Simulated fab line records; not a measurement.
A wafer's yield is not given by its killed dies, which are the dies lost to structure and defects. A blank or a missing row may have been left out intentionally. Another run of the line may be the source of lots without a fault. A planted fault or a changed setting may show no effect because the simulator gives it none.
One fault through the eyes of 2 desks :: flow sky130 :: only its own numbers are on each desk; what lay behind them is given at the end

## THE METROLOGY DESK
What the gauges read, lot by lot, whatever tool the lot ran on: means of the sampled wafers that have a number. Marked OUT: a lot whose mean sits more than 4 standard deviations from the usual mean, which makes it out of limits; the brackets give that distance.
Columns: A = RES_XHIGH_TW at SKY_RES_XHIGH_TW_MEAS_09, usual 1637; B = RES_XHIGH_RS at SKY_SD_N_RS_MEAS_18, usual 333.6 ohm/sq
lot: L817
first seen here: day 27 03:41
A: 1640
B: 332.9

lot: L818
first seen here: day 27 05:00
A: 1642
B: 333.6

lot: L819
first seen here: day 27 15:41
A: 1634
B: 332.4

lot: L821
first seen here: day 28 21:40
A: 1628
B: 334.3

lot: L823
first seen here: day 28 22:07
A: 1627
B: 334.7

lot: L829
first seen here: day 31 13:52
A: 1669
B: 313.0 (-21) OUT

lot: L830
first seen here: day 32 09:59
A: 1688 (+4.3) OUT
B: 313.1 (-21) OUT

lot: L836
first seen here: day 33 11:10
A: 1660
B: 332.3

lot: L837
first seen here: day 33 14:38
A: 1646
B: 333.5

lot: L838
first seen here: day 33 20:46
A: 1617
B: 334.6

lot: L840
first seen here: day 34 10:28
A: 1637
B: 334.0
This desk's finding: out of limits on L829, L830; first on L830, day 32 09:59 (RES_XHIGH_TW at SKY_RES_XHIGH_TW_MEAS_09). L817, L818, L819, L821, L823, L836, L837, L838, L840: within limits.

## AT THE TOOL OWNER'S DESK: implanter-03
For each lot that ran on this tool, the mean over its sampled wafers that have a number, from the tool's own readings at SKY_RES_XHIGH_IMPLANT_07. Marked OUT: a lot whose mean sits more than 4 standard deviations from the usual mean, which makes it out of limits; the brackets give that distance.
Columns: A = dose-ions-cm2 at SKY_RES_XHIGH_IMPLANT_07, usual 3.6e+14
lot: L818
first seen here: day 27 04:46
A: 3.6e+14

lot: L821
first seen here: day 28 21:25
A: 3.6e+14

lot: L823
first seen here: day 28 21:49
A: 3.6e+14

lot: L829
first seen here: day 31 13:37
A: 3.9e+14 (+71) OUT

lot: L830
first seen here: day 32 09:44
A: 3.9e+14 (+70) OUT
This desk's verdict: out of limits on L829, L830, starting with L829 at day 31 13:37 (dose-ions-cm2 at SKY_RES_XHIGH_IMPLANT_07). L818, L821, L823: within limits.

## TAKEN TOGETHER
The tool owner's desk had the chance to raise an alarm at day 31 13:37 on L829, L830.
L829, L830 would have let the metrology desk raise an alarm at day 32 09:59.
All the named lots went through SKY_RES_XHIGH_IMPLANT_07 on implanter-03.

## WHAT HAD BEEN PUT IN BY THE SIMULATOR
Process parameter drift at SKY_RES_XHIGH_IMPLANT_07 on implanter-03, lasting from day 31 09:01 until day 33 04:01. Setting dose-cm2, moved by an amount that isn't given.
Shown lots that were struck: L829, L830.
Fault start to first reading out of limits, in hours, per desk: tool owner, 5; metrology, 25.
